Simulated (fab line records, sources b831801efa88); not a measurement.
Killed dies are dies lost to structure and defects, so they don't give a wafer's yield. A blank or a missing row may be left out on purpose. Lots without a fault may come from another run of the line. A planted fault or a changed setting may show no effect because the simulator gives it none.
Chamber matching | flow sky130 | SKY_LI_CONTACT_CMP_02 on cmp-01: 4 sister chambers
The step polishes PSG. 4 wafers are shown with their chamber, then 8 later ones without.

WAFERS WITH THEIR CHAMBER
wafer  | chamber | motor_current_A (A)
L543.5 | 0       | 12.0
L555.1 | 2       | 12.7
L558.2 | 1       | 10.7
L560.1 | 3       | 12.7

WAFERS WITHOUT THEIR CHAMBER
wafer  | motor_current_A (A)
L560.3 | 11.0
L560.6 | 10.8
L562.2 | 12.1
L562.3 | 12.1
L562.4 | 10.7
L564.2 | 10.3
L564.3 | 11.8
L564.6 | 12.2

WHICH CHAMBER EACH WENT THROUGH
wafer  | from the rows above          | in truth
L560.3 | 1                            | 1
L560.6 | 1                            | 1
L562.2 | 0                            | 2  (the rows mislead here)
L562.3 | 0                            | 0
L562.4 | 1                            | 1
L564.2 | 1                            | 1
L564.3 | 0                            | 0
L564.6 | can't be placed: 0 or 2 or 3 | 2
Placed correctly: 6 of 8. Can't be placed from these rows: 1 (the true chamber is among the candidates in 1). Placed wrongly: 1.
How it was worked out, from the rows above alone: a wafer's distance from a chamber is the root of the sum, over the readings, of the square of ((its reading less the chamber's mean) divided by the reading's scatter). The wafer belongs to the nearest chamber; if the next one is less than 2 further off, it can't be placed. A chamber's mean is the mean of its shown wafers. The scatter: with one shown wafer a chamber, the root of the mean of the squares of how far each hidden wafer lies from its nearest shown one.
